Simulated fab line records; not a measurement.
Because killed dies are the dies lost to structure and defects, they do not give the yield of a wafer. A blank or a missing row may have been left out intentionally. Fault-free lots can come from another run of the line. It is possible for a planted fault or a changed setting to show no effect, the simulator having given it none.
Code-filled problem report in 8D (eight disciplines) form | flow sky130 | the parts of the form that need people (team, actions taken, sign-off) are left out

## 1. WHAT IS WRONG
heaterPowerTotalW at SKY_VT_ADJUST_NCORE_SOFTBAKE_03 reads a mean of 57.22 W on 6 wafers of 2 lots; wafers without a fault read 56.59 W with a standard deviation of 0.045. Relative to the usual mean, that is a shift of +14 standard deviations.
The step: time 60 s.
The first sign was on wafer L199.4 at day 10 21:26, on lithoTrack-01. Wafers with a number at this step in the record: 36, from 12 lots. The rule behind "out" and "out of limits": a value lying over 4 standard deviations away from the usual mean. The other wafers with a number count as sound.

## 2. WHAT IT IS, WHAT IT ISN'T
question                    | is                            | is not
which readings at this step | heaterPowerTotalW, plateTempC | -
which lots                  | L199, L202                    | L189, L191, L192, L197, L203, L208, L209, L210, L211, L212
which wafers of those lots  | all that have a number        | -
read on which tools         | lithoTrack-01                 | lithoTrack-03, lithoTrack-04
when                        | from day 10 21:26             | up to then (12 sound wafers); but 18 sound wafers of L203, L208, L209, L210, L211, L212 came after

## 3. WHAT RULES OUT EACH SUSPECT
Counting: a tool stays on the suspect list if, at a process step up to the reading, it processed all lots that are out and no sound lot following the first of them.
- plasmaAsher-02 at SKY_DNWELL_STRIP_08 (strips in O2/N2): ruled out as a lasting fault. After its first lot that is out, L199 (day 5 09:12), sound lots L209, L210 ran on it.
- lithoTrack-01 at SKY_VT_ADJUST_NCORE_SOFTBAKE_03 (time 60 s): kept. It ran every lot that is out, first L199 (day 10 21:26), and no sound lot after that; its last sound lot up to then is L189 (day 8 03:23). Out on those wafers are its own readings of heaterPowerTotalW, plateTempC.
After counting, what remains is lithoTrack-01 at SKY_VT_ADJUST_NCORE_SOFTBAKE_03.

## 4. THE CAUSE (what the simulator had put in)
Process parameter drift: lithoTrack-01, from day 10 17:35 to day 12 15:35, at SKY_VT_ADJUST_NCORE_SOFTBAKE_03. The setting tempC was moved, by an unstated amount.
After counting, this tool was the only one left.

## 5. SEQUENCE OF EFFECTS, ordered by route
One row per reading whose mean, taken over the struck wafers that have a number, lies over 3 standard deviations from the usual. Only readings for which the record gives a usual standard deviation are gone through. hours: the time from each lot's start at the first step in this table that gives one to its start at this step, as a median over the lots. sigmas: the change in usual standard deviations.
hours | step                            | reading           | usual   | on struck wafers | change | sigmas
0     | SKY_VT_ADJUST_NCORE_SOFTBAKE_03 | heaterPowerTotalW | 56.59 W | 57.22            | +0.63  | +14
0     | SKY_VT_ADJUST_NCORE_SOFTBAKE_03 | plateTempC        | 90.02 C | 90.82            | +0.80  | +6.7
The process steps in it:
- SKY_VT_ADJUST_NCORE_SOFTBAKE_03: time 60 s.

## 6. HOW IT WOULD HAVE BEEN CAUGHT EARLIER
The fault began at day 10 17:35; the first out-of-limits reading in this record came at day 10 21:26, 4 hours later.
